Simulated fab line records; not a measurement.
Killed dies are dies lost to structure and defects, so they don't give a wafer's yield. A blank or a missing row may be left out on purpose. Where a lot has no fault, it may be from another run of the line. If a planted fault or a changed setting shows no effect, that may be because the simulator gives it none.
fab line records ; flow sky130
[record] lots = 11; wafers = 33; last_day = 50
route steps=708 shown VIA3@593 CAP2M@606 PAD_OPEN@708
lots that met no fault: from a run of the same line without faults
start_h: hours from the record's opening day to when the first of the lot's shown wafers began ; wait_h: time in hours since the lot's previous step ; " unchanged from the row above ; L1.1+2: several wafers, shown together as one row ; - value missing, or start not given ; * or withheld: withheld ; < > ~ a bound
route shown NAME@n: a module of which the file shows steps, and the number in the route of the first ; usual: mean and standard deviation over wafers with no fault ; same: alike in all rows ; chamber/n: place in a boat ; sites: per-site readings ; _std_site: standard deviation of those values ; _edge_site: outer sites' mean less inner sites' ; radius_mm: for every site, how far away it sits from the centre of the wafer ; mask NAME#n: copy n ; behind: the tool/chamber that last shaped the wafer ; hold: what put the lot on hold/how long, in hours/how the hold closed ; device: whichever transistor did not switch (one of n, p or np) ; end of line: tests run on the same wafers once the route is complete ; for a step that has no rows: nothing shown but its recipe ; killed: dies that structure and defects cost at the first sort, which is not the same as the wafer's yield ; map: per-die view of a wafer (x killed, . not killed, _ where there is no die)
set.NAME: setting as actually run; set.NAME@STEP: the setting as run at that earlier step ; model.NAME: the simulator's own value behind a step, which no gauge read
route steps across a sampled set of lots; one table per step, one row per wafer
services: a tool's chamber out of use, with start hour (start_h, from the record's first day; less than 0 if before it), hours out, and reason
[[steps]]
[step SKY_VIA3_SPUTTER_20]
[recipe] material = TiN; target_thk_nm = 20; chamber_pressure_pa = 5; power_w = 4000; time_s = 80
[usual] throttle_valve_pct = 29.9/1.1
lot.wafer;tool;chamber;start_h;wait_h;throttle_valve_pct
L352.3;pvd_sputter-03;-;951.71;0.0;32.3
L352.4;pvd_sputter-03;-;951.71;0.0;30.5
L352.5;pvd_sputter-03;-;951.71;0.0;29.4
L357.1;pvd_sputter-02;-;1020.24;0.0;27.9
L357.2;pvd_sputter-02;-;1020.24;0.0;28.9
L357.5;pvd_sputter-02;-;1020.24;0.0;28.1
L355.1;pvd_sputter-04;-;1020.59;0.0;30.9
L355.4;pvd_sputter-04;-;1020.59;0.0;29.7
L355.6;pvd_sputter-04;-;1020.59;0.0;30.4
L359.3;pvd_sputter-03;-;1022.74;0.0;30.6
L359.4;pvd_sputter-03;-;1022.74;0.0;30.7
L359.6;pvd_sputter-03;-;1022.74;0.0;31.8
L360.3;pvd_sputter-02;-;1025.19;0.0;29.3
L360.5;pvd_sputter-02;-;1025.19;0.0;29.2
L360.6;pvd_sputter-02;-;1025.19;0.0;27.9
L358.1;pvd_sputter-02;-;1026.16;0.0;28.7
L358.3;pvd_sputter-02;-;1026.16;0.0;28.1
L358.5;pvd_sputter-02;-;1026.16;0.0;29.3
L362.2;pvd_sputter-02;-;1027.16;0.0;28.8
L362.5;pvd_sputter-02;-;1027.16;0.0;29.5
L362.6;pvd_sputter-02;-;1027.16;0.0;28.3
L361.1;pvd_sputter-02;-;1027.81;0.0;29.4
L361.2;pvd_sputter-02;-;1027.81;0.0;29.4
L361.3;pvd_sputter-02;-;1027.81;0.0;28.8
L364.1;pvd_sputter-02;-;1028.16;0.0;29.4
L364.2;pvd_sputter-02;-;1028.16;0.0;29.3
L364.4;pvd_sputter-02;-;1028.16;0.0;28.9
L365.2;pvd_sputter-04;-;1039.20;0.0;30.1
L365.4;pvd_sputter-04;-;1039.20;0.0;29.7
L365.6;pvd_sputter-04;-;1039.20;0.0;30.7
L371.1;pvd_sputter-04;-;1091.80;0.0;31.3
L371.3;pvd_sputter-04;-;1091.80;0.0;30.2
L371.5;pvd_sputter-04;-;1091.80;0.0;29.7
[step SKY_VIA3_CVD_21]
[recipe] material = W; target_thk_nm = 390; time_s = 117.31; temp_c = 400; pressure_torr = 40
[usual] heater_power_w = 820/36
lot.wafer;tool;chamber;start_h;wait_h;heater_power_w;since_wet_clean_h
L352.3;cvd_w-01;1;951.81;0.1;856;-
L352.4;cvd_w-01;0;951.81;0.1;757;-
L352.5;cvd_w-01;1;951.81;0.1;850;-
L357.1;cvd_w-02;0;1020.30;0.0;830;616
L357.2;cvd_w-02;1;1020.30;0.0;810;616
L357.5;cvd_w-02;1;1020.30;0.0;794;-
L355.1;cvd_w-01;0;1020.65;0.0;782;103
L355.4;cvd_w-01;0;1020.65;0.0;796;-
L355.6;cvd_w-01;0;1020.65;0.0;768;-
L359.3;cvd_w-02;0;1022.84;0.1;859;-
L359.4;cvd_w-02;1;1022.84;0.1;796;-
L359.6;cvd_w-02;1;1022.84;0.1;813;-
L360.3;cvd_w-01;1;1025.29;0.1;854;-
L360.5;cvd_w-01;0;1025.29;0.1;787;-
L360.6;cvd_w-01;1;1025.29;0.1;868;-
L358.1;cvd_w-02;0;1026.22;0.0;824;622
L358.3;cvd_w-02;1;1026.22;0.0;786;-
L358.5;cvd_w-02;1;1026.22;0.0;791;-
L362.2;cvd_w-01;0;1027.22;0.0;779;109
L362.5;cvd_w-01;1;1027.22;0.0;852;-
L362.6;cvd_w-01;0;1027.22;0.0;783;-
L361.1;cvd_w-02;1;1027.87;0.0;791;624
L361.2;cvd_w-02;0;1027.87;0.0;843;624
L361.3;cvd_w-02;1;1027.87;0.0;798;-
L364.1;cvd_w-02;1;1028.22;0.0;799;624
L364.2;cvd_w-02;0;1028.22;0.0;845;624
L364.4;cvd_w-02;1;1028.22;0.0;790;-
L365.2;cvd_w-01;1;1039.27;0.0;861;121
L365.4;cvd_w-01;1;1039.27;0.0;863;-
L365.6;cvd_w-01;0;1039.27;0.0;766;-
L371.1;cvd_w-01;1;1091.86;0.0;844;174
L371.3;cvd_w-01;0;1091.86;0.0;781;-
L371.5;cvd_w-01;0;1091.86;0.0;780;-
[step SKY_VIA3_RS_MEAS_22]
[recipe] thk_meas_gauge = four-point-probe; reads = W_of_VIA3_CVD_21+TiN_of_VIA3_SPUTTER_20
[usual] VIA3_W_RS = 0.292/0.0049
lot.wafer;tool;chamber;start_h;wait_h;VIA3_W_RS[ohm/sq]
L352.3;film_metro-03;-;951.93;0.1;0.294
L352.4;film_metro-03;-;951.93;0.1;0.286
L352.5;film_metro-03;-;951.93;0.1;0.294
L357.1;film_metro-01;-;1020.42;0.1;0.296
L357.2;film_metro-01;-;1020.42;0.1;0.282
L357.5;film_metro-01;-;1020.42;0.1;0.286
L355.1;film_metro-04;-;1020.77;0.1;0.286
L355.4;film_metro-04;-;1020.77;0.1;0.286
L355.6;film_metro-04;-;1020.77;0.1;0.293
L359.3;film_metro-01;-;1022.96;0.1;0.298
L359.4;film_metro-01;-;1022.96;0.1;0.287
L359.6;film_metro-01;-;1022.96;0.1;0.285
L360.3;film_metro-01;-;1025.41;0.1;0.297
L360.5;film_metro-01;-;1025.41;0.1;0.294
L360.6;film_metro-01;-;1025.41;0.1;0.299
L358.1;film_metro-01;-;1026.34;0.1;0.470
L358.3;film_metro-01;-;1026.34;0.1;0.428
L358.5;film_metro-01;-;1026.34;0.1;0.420
L362.2;film_metro-03;-;1027.36;0.1;0.290
L362.5;film_metro-03;-;1027.36;0.1;0.292
L362.6;film_metro-03;-;1027.36;0.1;0.286
L361.1;film_metro-04;-;1028.00;0.1;0.434
L361.2;film_metro-04;-;1028.00;0.1;0.476
L361.3;film_metro-04;-;1028.00;0.1;0.429
L364.1;film_metro-04;-;1028.35;0.1;0.422
L364.2;film_metro-04;-;1028.35;0.1;0.444
L364.4;film_metro-04;-;1028.35;0.1;0.420
L365.2;film_metro-03;-;1039.41;0.1;0.296
L365.4;film_metro-03;-;1039.41;0.1;0.299
L365.6;film_metro-03;-;1039.41;0.1;0.288
L371.1;film_metro-03;-;1091.99;0.1;0.297
L371.3;film_metro-03;-;1091.99;0.1;0.291
L371.5;film_metro-03;-;1091.99;0.1;0.293
[step SKY_VIA3_THK_MEAS_23]
[recipe] thk_meas_gauge = xrf; reads = W_of_VIA3_CVD_21
[usual] VIA3_W_THK = 387/7.1
lot.wafer;tool;chamber;start_h;wait_h;VIA3_W_THK[nm]
L352.3;film_metro-03;-;952.03;0.1;379
L352.4;film_metro-03;-;952.03;0.1;389
L352.5;film_metro-03;-;952.03;0.1;385
L357.1;film_metro-01;-;1020.54;0.1;384
L357.2;film_metro-01;-;1020.54;0.1;402
L357.5;film_metro-01;-;1020.54;0.1;396
L355.1;film_metro-04;-;1020.89;0.1;397
L355.4;film_metro-04;-;1020.89;0.1;398
L355.6;film_metro-04;-;1020.89;0.1;392
L359.3;film_metro-01;-;1023.06;0.1;383
L359.4;film_metro-01;-;1023.06;0.1;395
L359.6;film_metro-01;-;1023.06;0.1;396
L360.3;film_metro-01;-;1025.51;0.1;384
L360.5;film_metro-01;-;1025.51;0.1;385
L360.6;film_metro-01;-;1025.51;0.1;378
L358.1;film_metro-01;-;1026.46;0.1;284
L358.3;film_metro-01;-;1026.46;0.1;307
L358.5;film_metro-01;-;1026.46;0.1;309
L362.2;film_metro-03;-;1027.47;0.1;389
L362.5;film_metro-03;-;1027.47;0.1;388
L362.6;film_metro-03;-;1027.47;0.1;394
L361.1;film_metro-04;-;1028.12;0.1;305
L361.2;film_metro-04;-;1028.12;0.1;283
L361.3;film_metro-04;-;1028.12;0.1;304
L364.1;film_metro-04;-;1028.47;0.1;307
L364.2;film_metro-04;-;1028.47;0.1;297
L364.4;film_metro-04;-;1028.47;0.1;309
L365.2;film_metro-03;-;1039.52;0.1;378
L365.4;film_metro-03;-;1039.52;0.1;377
L365.6;film_metro-03;-;1039.52;0.1;387
L371.1;film_metro-03;-;1092.11;0.1;382
L371.3;film_metro-03;-;1092.11;0.1;390
L371.5;film_metro-03;-;1092.11;0.1;386
[step SKY_CAP2M_RS_MEAS_03]
[recipe] thk_meas_gauge = four-point-probe; reads = TiN_of_CAP2M_SPUTTER_02
[usual] CAP2M_TIN_RS = 6.87/0.082
lot.wafer;tool;chamber;start_h;wait_h;CAP2M_TIN_RS[ohm/sq]
L352.3;film_metro-04;-;953.85;0.1;6.81
L352.4;film_metro-04;-;953.85;0.1;6.76
L352.5;film_metro-04;-;953.85;0.1;6.86
L357.1;film_metro-02;-;1021.26;0.1;6.82
L357.2;film_metro-02;-;1021.26;0.1;6.82
L357.5;film_metro-02;-;1021.26;0.1;6.89
L355.1;film_metro-03;-;1021.60;0.1;6.92
L355.4;film_metro-03;-;1021.60;0.1;6.74
L355.6;film_metro-03;-;1021.60;0.1;6.89
L359.3;film_metro-03;-;1023.81;0.1;6.79
L359.4;film_metro-03;-;1023.81;0.1;6.94
L359.6;film_metro-03;-;1023.81;0.1;6.98
L360.3;film_metro-02;-;1026.25;0.1;6.88
L360.5;film_metro-02;-;1026.25;0.1;6.76
L360.6;film_metro-02;-;1026.25;0.1;6.84
L358.1;film_metro-02;-;1027.16;0.1;6.82
L358.3;film_metro-02;-;1027.16;0.1;6.89
L358.5;film_metro-02;-;1027.16;0.1;6.91
L362.2;film_metro-03;-;1028.19;0.1;6.80
L362.5;film_metro-03;-;1028.19;0.1;6.97
L362.6;film_metro-03;-;1028.19;0.1;6.91
L361.1;film_metro-02;-;1028.82;0.1;6.77
L361.2;film_metro-02;-;1028.82;0.1;6.85
L361.3;film_metro-02;-;1028.82;0.1;6.77
L364.1;film_metro-02;-;1029.17;0.1;6.98
L364.2;film_metro-02;-;1029.17;0.1;6.80
L364.4;film_metro-02;-;1029.17;0.1;6.88
L365.2;film_metro-02;-;1040.23;0.1;6.84
L365.4;film_metro-02;-;1040.23;0.1;6.80
L365.6;film_metro-02;-;1040.23;0.1;6.80
L371.1;film_metro-04;-;1092.81;0.1;6.74
L371.3;film_metro-04;-;1092.81;0.1;6.74
L371.5;film_metro-04;-;1092.81;0.1;6.79
[step SKY_CAP2M_THK_MEAS_04]
[recipe] thk_meas_gauge = xrf; reads = TiN_of_CAP2M_SPUTTER_02
[usual] CAP2M_TIN_THK = 203.1/2.4
lot.wafer;tool;chamber;start_h;wait_h;CAP2M_TIN_THK[nm]
L352.3;film_metro-04;-;953.95;0.1;203.5
L352.4;film_metro-04;-;953.95;0.1;204.9
L352.5;film_metro-04;-;953.95;0.1;202.4
L357.1;film_metro-02;-;1021.38;0.1;205.0
L357.2;film_metro-02;-;1021.38;0.1;204.5
L357.5;film_metro-02;-;1021.38;0.1;202.1
L355.1;film_metro-03;-;1021.72;0.1;202.2
L355.4;film_metro-03;-;1021.72;0.1;207.2
L355.6;film_metro-03;-;1021.72;0.1;203.2
L359.3;film_metro-03;-;1023.91;0.1;205.3
L359.4;film_metro-03;-;1023.91;0.1;201.5
L359.6;film_metro-03;-;1023.91;0.1;200.1
L360.3;film_metro-02;-;1026.35;0.1;202.6
L360.5;film_metro-02;-;1026.35;0.1;207.0
L360.6;film_metro-02;-;1026.35;0.1;203.9
L358.1;film_metro-02;-;1027.28;0.1;204.9
L358.3;film_metro-02;-;1027.28;0.1;203.1
L358.5;film_metro-02;-;1027.28;0.1;201.2
L362.2;film_metro-03;-;1028.30;0.1;204.4
L362.5;film_metro-03;-;1028.30;0.1;200.7
L362.6;film_metro-03;-;1028.30;0.1;202.5
L361.1;film_metro-02;-;1028.94;0.1;206.4
L361.2;film_metro-02;-;1028.94;0.1;202.7
L361.3;film_metro-02;-;1028.94;0.1;206.0
L364.1;film_metro-02;-;1029.29;0.1;200.5
L364.2;film_metro-02;-;1029.29;0.1;205.7
L364.4;film_metro-02;-;1029.29;0.1;201.5
L365.2;film_metro-02;-;1040.34;0.1;204.8
L365.4;film_metro-02;-;1040.34;0.1;205.7
L365.6;film_metro-02;-;1040.34;0.1;205.5
L371.1;film_metro-04;-;1092.93;0.1;205.7
L371.3;film_metro-04;-;1092.93;0.1;206.4
L371.5;film_metro-04;-;1092.93;0.1;203.7
[step SKY_PAD_OPEN_PROBE_99]
[usual] defect_limited_yield = 82.5/2; killed_at_M0_to_M3 = 43/7.3; killed_at_M4_up = 3.5/2.2; killed_at_contacts = 24/5.3; killed_at_front_end = 15/4.2; killed_at_other = 0.3/0.67; killed_dies = 86/9.8; killed_on_rim = 17/3.8; killed_open = 47/7.2; killed_short = 39/6.5; sort_bin_3_pad_short = 0.9/0.42; sort_bin_5_function = 10.4/1.5; sort_bin_6_memory = 6.3/1.2; sort_n_pass = 406/9.9; sort_yield_pct = 82.5/2
[same] gross_dies = 492; killed_at_back_side = 0; sort_bin_4_leakage[%] = 0; sort_bin_8_speed[%] = 0
lot.wafer;tool;chamber;start_h;wait_h;defect_limited_yield[%];killed_at_M0_to_M3;killed_at_M4_up;killed_at_contacts;killed_at_front_end;killed_at_other;killed_dies;killed_on_rim;killed_open;killed_short;sort_bin_3_pad_short[%];sort_bin_5_function[%];sort_bin_6_memory[%];sort_n_pass;sort_yield_pct[%]
L352.3;prober-02;-;1095.19;0.2;81.1;51;2;24;16;0;93;21;53;40;0.8;10.8;7.3;399;81.1
L352.4;prober-02;-;1095.24;0.2;82.9;47;2;22;13;0;84;14;50;31;1.0;9.1;6.9;408;82.9
L352.5;prober-02;-;1095.29;0.2;80.1;46;1;35;16;0;98;16;61;37;1.2;11.6;7.1;394;80.1
L357.1;prober-02;-;1150.50;0.1;81.1;46;2;27;17;1;93;18;56;37;0.8;12.4;5.7;399;81.1
L357.2;prober-02;-;1150.55;0.1;85.4;24;4;25;19;0;72;13;41;31;1.0;7.9;5.7;420;85.4
L357.5;prober-02;-;1150.70;0.2;82.1;43;4;26;15;0;88;14;47;41;1.2;9.1;7.5;404;82.1
L355.1;prober-01;-;1152.61;0.1;82.1;38;1;34;13;2;88;21;48;36;1.2;11.0;5.7;404;82.1
L355.4;prober-01;-;1152.76;0.2;80.5;46;3;23;21;3;96;16;51;45;1.0;12.0;6.5;396;80.5
L355.6;prober-01;-;1152.86;0.2;82.7;39;2;19;23;2;85;16;44;40;1.0;10.2;6.1;407;82.7
L359.3;prober-02;-;1154.21;0.2;83.7;44;4;24;6;2;80;17;50;30;0.4;10.0;5.9;412;83.7
L359.4;prober-02;-;1154.26;0.2;85.0;35;12;18;7;2;74;21;42;29;0.6;10.2;4.3;418;85.0
L359.6;prober-02;-;1154.36;0.2;81.7;44;1;29;15;1;90;16;46;42;0.4;10.4;7.5;402;81.7
L360.3;prober-02;-;1157.21;0.2;82.9;44;4;21;15;0;84;14;44;40;0.8;10.8;5.5;408;82.9
L360.5;prober-02;-;1157.31;0.2;85.6;36;1;17;16;1;71;10;38;32;0.4;10.0;4.1;421;85.6
L360.6;prober-02;-;1157.36;0.2;80.9;37;3;30;24;0;94;12;43;51;0.8;11.6;6.7;398;80.9
L358.1;prober-01;-;1158.61;0.1;80.5;41;6;27;20;2;96;22;47;49;1.0;10.2;8.3;396;80.5
L358.3;prober-01;-;1158.71;0.2;81.9;37;6;34;12;0;89;20;55;34;0.2;11.8;6.1;403;81.9
L358.5;prober-01;-;1158.81;0.2;83.9;39;6;26;7;1;79;16;48;31;0.4;10.8;4.9;413;83.9
L362.2;prober-02;-;1158.66;0.1;86.0;34;1;18;16;0;69;19;38;31;0.4;7.5;6.1;423;86.0
L362.5;prober-02;-;1158.81;0.2;84.8;40;0;22;13;0;75;15;44;31;1.2;10.0;4.1;417;84.8
L362.6;prober-02;-;1158.86;0.2;84.1;45;4;16;13;0;78;12;37;41;0.6;8.3;6.9;414;84.1
L361.1;prober-02;-;1160.11;0.1;83.5;31;1;27;20;2;81;17;41;40;1.4;8.9;6.1;411;83.5
L361.2;prober-02;-;1160.16;0.1;83.5;47;3;15;16;0;81;15;35;45;1.2;9.3;5.9;411;83.5
L361.3;prober-02;-;1160.21;0.2;82.9;42;2;20;19;1;84;17;53;31;0.6;11.2;5.3;408;82.9
L364.1;prober-01;-;1160.11;0.1;81.1;47;2;29;14;1;93;19;54;39;0.6;11.0;7.3;399;81.1
L364.2;prober-01;-;1160.16;0.1;83.7;30;6;25;18;1;80;18;39;41;0.4;10.2;5.7;412;83.7
L364.4;prober-01;-;1160.26;0.2;83.9;34;6;20;19;0;79;18;43;35;0.2;9.1;6.7;413;83.9
L365.2;prober-01;-;1168.45;0.1;80.7;48;4;31;12;0;95;19;56;37;0.8;13.0;5.5;397;80.7
L365.4;prober-01;-;1168.55;0.2;82.5;51;2;20;13;0;86;18;48;38;1.0;9.8;6.7;406;82.5
L365.6;prober-01;-;1168.65;0.2;80.7;54;5;23;13;0;95;17;50;44;0.6;12.2;6.5;397;80.7
L371.3;prober-02;-;1205.74;0.2;86.0;41;3;13;11;1;69;13;31;36;0.8;7.9;5.3;423;86.0
L371.5;prober-02;-;1205.84;0.2;84.1;39;1;17;21;0;78;16;44;33;0.4;9.6;5.9;414;84.1
// killed by level:class
L352.3 VIA1:geometric_particle:open=10 CONTACT:geometric_particle:open=9 VIA2:geometric_particle:open=8 VIA2:geometric_particle:short=8 VIA3:geometric_particle:open=7 LOCAL_INTERCONNECT:geometric_particle:short=7 FIELD_ISO:geometric_particle:open=6 VIA1:geometric_particle:short=5
L352.4 VIA1:geometric_particle:open=10 LI_CONTACT:geometric_particle:open=9 CONTACT:geometric_particle:open=8 VIA2:geometric_particle:open=7 VIA1:geometric_particle:short=6 VIA3:geometric_particle:open=5 POLY_GATE:geometric_particle:short=4 METAL2:geometric_particle:short=4
L352.5 VIA1:geometric_particle:open=14 CONTACT:geometric_particle:open=11 VIA3:geometric_particle:open=11 LI_CONTACT:geometric_particle:open=9 VIA2:geometric_particle:open=8 FIELD_ISO:geometric_particle:short=6 LI_CONTACT:geometric_particle:short=6 LOCAL_INTERCONNECT:geometric_particle:short=5
L357.1 VIA1:geometric_particle:open=13 VIA3:geometric_particle:open=10 CONTACT:geometric_particle:open=9 CONTACT:geometric_particle:short=7 FIELD_ISO:geometric_particle:open=6 FIELD_ISO:geometric_particle:short=6 LI_CONTACT:geometric_particle:open=6 METAL2:geometric_particle:short=5
L357.2 CONTACT:geometric_particle:open=10 LI_CONTACT:geometric_particle:open=8 FIELD_ISO:geometric_particle:short=7 FIELD_ISO:geometric_particle:open=5 POLY_GATE:geometric_particle:open=4 LOCAL_INTERCONNECT:geometric_particle:short=3 METAL1:geometric_particle:short=3 VIA1:geometric_particle:open=3
L357.5 VIA1:geometric_particle:open=13 CONTACT:geometric_particle:open=11 FIELD_ISO:geometric_particle:short=7 LI_CONTACT:geometric_particle:open=7 VIA2:geometric_particle:open=6 METAL2:geometric_particle:short=5 VIA3:geometric_particle:open=5 FIELD_ISO:geometric_particle:open=4
L355.1 CONTACT:geometric_particle:open=14 LI_CONTACT:geometric_particle:open=9 VIA1:geometric_particle:open=7 LOCAL_INTERCONNECT:geometric_particle:short=5 VIA1:geometric_particle:short=5 METAL2:geometric_particle:short=5 VIA2:geometric_particle:open=5 VIA2:geometric_particle:short=5
L355.4 CONTACT:geometric_particle:open=9 VIA3:geometric_particle:open=8 VIA1:geometric_particle:open=8 VIA1:geometric_particle:short=7 FIELD_ISO:geometric_particle:open=5 FIELD_ISO:geometric_particle:short=5 METAL1:geometric_particle:short=5 CONTACT:geometric_particle:short=4
L355.6 CONTACT:geometric_particle:open=10 FIELD_ISO:geometric_particle:open=6 LOCAL_INTERCONNECT:geometric_particle:short=5 METAL1:geometric_particle:short=5 VIA1:geometric_particle:open=5 VIA3:geometric_particle:open=5 METAL3:geometric_particle:short=5 POLY_GATE:geometric_particle:open=4
L359.3 VIA1:geometric_particle:open=17 CONTACT:geometric_particle:open=11 VIA2:geometric_particle:open=6 METAL1:geometric_particle:short=5 LI_CONTACT:geometric_particle:open=4 LOCAL_INTERCONNECT:geometric_particle:short=4 VIA3:geometric_particle:open=4 METAL2:geometric_particle:short=4
L359.4 VIA1:geometric_particle:open=12 CONTACT:geometric_particle:open=7 LI_CONTACT:geometric_particle:open=5 METAL1:geometric_particle:short=4 METAL2:geometric_particle:short=4 CONTACT:geometric_particle:short=3 VIA2:geometric_particle:open=3 METAL3:geometric_particle:short=3
L359.6 CONTACT:geometric_particle:open=12 METAL3:geometric_particle:short=9 VIA1:geometric_particle:open=9 CONTACT:geometric_particle:short=7 VIA2:geometric_particle:open=7 POLY_GATE:geometric_particle:open=5 VIA1:geometric_particle:short=5 LI_CONTACT:geometric_particle:open=5
L360.3 CONTACT:geometric_particle:open=10 VIA1:geometric_particle:open=8 METAL2:geometric_particle:short=8 POLY_GATE:geometric_particle:short=5 LI_CONTACT:geometric_particle:open=5 VIA2:geometric_particle:open=5 FIELD_ISO:geometric_particle:open=4 METAL1:geometric_particle:short=4
L360.5 METAL1:geometric_particle:short=7 LI_CONTACT:geometric_particle:open=6 VIA1:geometric_particle:open=6 CONTACT:geometric_particle:open=5 VIA3:geometric_particle:open=5 FIELD_ISO:geometric_particle:open=3 VIA1:geometric_particle:short=3 POLY_GATE:geometric_particle:short=3
L360.6 CONTACT:geometric_particle:open=12 FIELD_ISO:geometric_particle:short=9 LOCAL_INTERCONNECT:geometric_particle:short=7 FIELD_ISO:geometric_particle:open=6 METAL1:geometric_particle:short=6 VIA2:geometric_particle:open=6 CONTACT:geometric_particle:short=5 VIA1:geometric_particle:open=5
L358.1 LOCAL_INTERCONNECT:geometric_particle:short=9 METAL1:geometric_particle:short=9 VIA1:geometric_particle:open=9 VIA2:geometric_particle:open=8 POLY_GATE:geometric_particle:short=7 FIELD_ISO:geometric_particle:open=6 LI_CONTACT:geometric_particle:short=5 LI_CONTACT:geometric_particle:open=5
L362.2 LI_CONTACT:geometric_particle:open=8 METAL2:geometric_particle:short=6 VIA2:geometric_particle:open=5 METAL3:geometric_particle:short=5 VIA3:geometric_particle:open=5 VIA3:geometric_particle:short=5 FIELD_ISO:geometric_particle:open=4 FIELD_ISO:geometric_particle:short=4
L358.3 VIA1:geometric_particle:open=14 LI_CONTACT:geometric_particle:open=11 CONTACT:geometric_particle:open=10 LOCAL_INTERCONNECT:geometric_particle:short=6 METAL1:geometric_particle:short=5 VIA2:geometric_particle:open=5 POLY_GATE:geometric_particle:open=4 CONTACT:geometric_particle:short=4
L358.5 LI_CONTACT:geometric_particle:open=11 VIA1:geometric_particle:open=10 CONTACT:geometric_particle:open=8 METAL1:geometric_particle:short=6 VIA2:geometric_particle:open=6 METAL2:geometric_particle:short=4 FIELD_ISO:geometric_particle:open=3 LI_CONTACT:geometric_particle:short=3
L362.5 VIA1:geometric_particle:open=10 LI_CONTACT:geometric_particle:open=8 VIA3:geometric_particle:open=8 POLY_GATE:geometric_particle:short=5 VIA2:geometric_particle:open=5 VIA3:geometric_particle:short=5 CONTACT:geometric_particle:open=4 LOCAL_INTERCONNECT:geometric_particle:short=4
L362.6 VIA3:geometric_particle:open=11 METAL2:geometric_particle:short=10 LI_CONTACT:geometric_particle:open=7 VIA3:geometric_particle:short=6 VIA2:geometric_particle:open=5 FIELD_ISO:geometric_particle:short=4 LOCAL_INTERCONNECT:geometric_particle:short=4 VIA1:geometric_particle:open=4
L361.1 CONTACT:geometric_particle:open=11 POLY_GATE:geometric_particle:open=7 VIA1:geometric_particle:open=7 FIELD_ISO:geometric_particle:short=5 CONTACT:geometric_particle:short=5 POLY_GATE:geometric_particle:short=4 VIA1:geometric_particle:short=4 METAL2:geometric_particle:short=4
L364.1 CONTACT:geometric_particle:open=13 VIA1:geometric_particle:open=11 VIA2:geometric_particle:open=8 CONTACT:geometric_particle:short=6 METAL1:geometric_particle:short=6 VIA1:geometric_particle:short=6 FIELD_ISO:geometric_particle:open=5 VIA3:geometric_particle:open=5
L361.2 METAL2:geometric_particle:short=12 METAL1:geometric_particle:short=8 VIA1:geometric_particle:open=7 VIA3:geometric_particle:open=6 FIELD_ISO:geometric_particle:open=5 VIA3:geometric_particle:short=5 METAL1:geometric_particle:open=5 LI_CONTACT:geometric_particle:short=4
L364.2 LI_CONTACT:geometric_particle:open=10 CONTACT:geometric_particle:open=9 VIA1:geometric_particle:open=6 METAL2:geometric_particle:short=6 FIELD_ISO:geometric_particle:open=5 FIELD_ISO:geometric_particle:short=4 POLY_GATE:geometric_particle:short=4 METAL1:geometric_particle:short=4
L361.3 LI_CONTACT:geometric_particle:open=9 VIA2:geometric_particle:open=9 FIELD_ISO:geometric_particle:open=8 VIA3:geometric_particle:open=6 CONTACT:geometric_particle:open=6 METAL1:geometric_particle:short=6 METAL2:geometric_particle:short=6 VIA1:geometric_particle:open=5
L364.4 CONTACT:geometric_particle:open=9 POLY_GATE:geometric_particle:open=7 VIA1:geometric_particle:open=7 VIA2:geometric_particle:open=5 METAL1:geometric_particle:short=5 METAL2:geometric_particle:short=5 POLY_GATE:geometric_particle:short=4 CONTACT:geometric_particle:short=4
L365.2 VIA1:geometric_particle:open=14 VIA2:geometric_particle:open=11 CONTACT:geometric_particle:open=11 LI_CONTACT:geometric_particle:open=9 METAL1:geometric_particle:short=8 CONTACT:geometric_particle:short=7 VIA3:geometric_particle:open=4 VIA3:geometric_particle:short=4
L365.4 VIA1:geometric_particle:open=16 CONTACT:geometric_particle:open=9 VIA3:geometric_particle:open=8 VIA2:geometric_particle:open=8 VIA1:geometric_particle:short=5 POLY_GATE:geometric_particle:short=4 METAL1:geometric_particle:short=4 METAL2:geometric_particle:short=4
L365.6 VIA1:geometric_particle:open=12 CONTACT:geometric_particle:open=9 LI_CONTACT:geometric_particle:open=7 METAL1:geometric_particle:short=7 VIA3:geometric_particle:open=7 METAL2:geometric_particle:short=6 VIA1:geometric_particle:short=6 VIA2:geometric_particle:open=6
L371.3 VIA1:geometric_particle:open=7 VIA1:geometric_particle:short=6 CONTACT:geometric_particle:open=5 METAL1:geometric_particle:short=5 VIA2:geometric_particle:short=5 METAL2:geometric_particle:short=4 VIA2:geometric_particle:open=4 VIA3:geometric_particle:open=4
L371.5 VIA2:geometric_particle:open=8 VIA1:geometric_particle:open=8 LI_CONTACT:geometric_particle:open=7 POLY_GATE:geometric_particle:short=6 FIELD_ISO:geometric_particle:open=5 METAL2:geometric_particle:short=5 VIA3:geometric_particle:open=4 CONTACT:geometric_particle:open=4
[[services]]
tool;chamber;start_h;hours;kind
pvd_sputter-04;2;930.16;-;consumable_replace:kit
pvd_sputter-04;2;930.16;18.0;scheduled_down
pvd_sputter-04;2;930.16;18.0;vent_cycle
pvd_sputter-04;-;933.35;0.9;repair
cvd_w-02;-;934.32;0.6;repair
pvd_sputter-02;-;949.24;4.4;repair
pvd_sputter-04;-;967.48;2.1;repair
pvd_sputter-03;1;1020.88;-;consumable_replace:kit
pvd_sputter-03;1;1020.88;18.0;scheduled_down
pvd_sputter-03;1;1020.88;18.0;vent_cycle
pvd_sputter-04;1;1028.98;-;consumable_replace:kit
pvd_sputter-04;1;1028.98;18.0;scheduled_down
pvd_sputter-04;1;1028.98;18.0;vent_cycle
cvd_w-01;-;1030.70;6.9;pm
pvd_sputter-02;-;1036.23;7.5;repair
pvd_sputter-03;-;1061.07;1.1;repair
[[key]]
[first_sign] step = SKY_VIA3_RS_MEAS_22; reading = VIA3_W_RS; direction = up; sigmas = 30; usual = 0.292; struck = 0.438
[effect] step = SKY_VIA3_THK_MEAS_23; reading = VIA3_W_THK; direction = down; sigmas = 12; usual = 387; struck = 300
met_at SKY_VIA3_CVD_21
struck_lots L358,L361,L364
not_acting_at SKY_VIA3_SPUTTER_20,SKY_CAP2M_RS_MEAS_03,SKY_CAP2M_THK_MEAS_04
onset_between 1022.84 1026.22
[fault] kind = site_profile_drift; tool = cvd_w-02; chamber = -; onset_h = 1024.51; steps = SKY_VIA3_CVD_21; basis = fraction; max_abs_drift = 0.53152; slope_share_per_hr = 118.12; site_pattern = 0,0,0,0,0,-1,-1,-1,-1
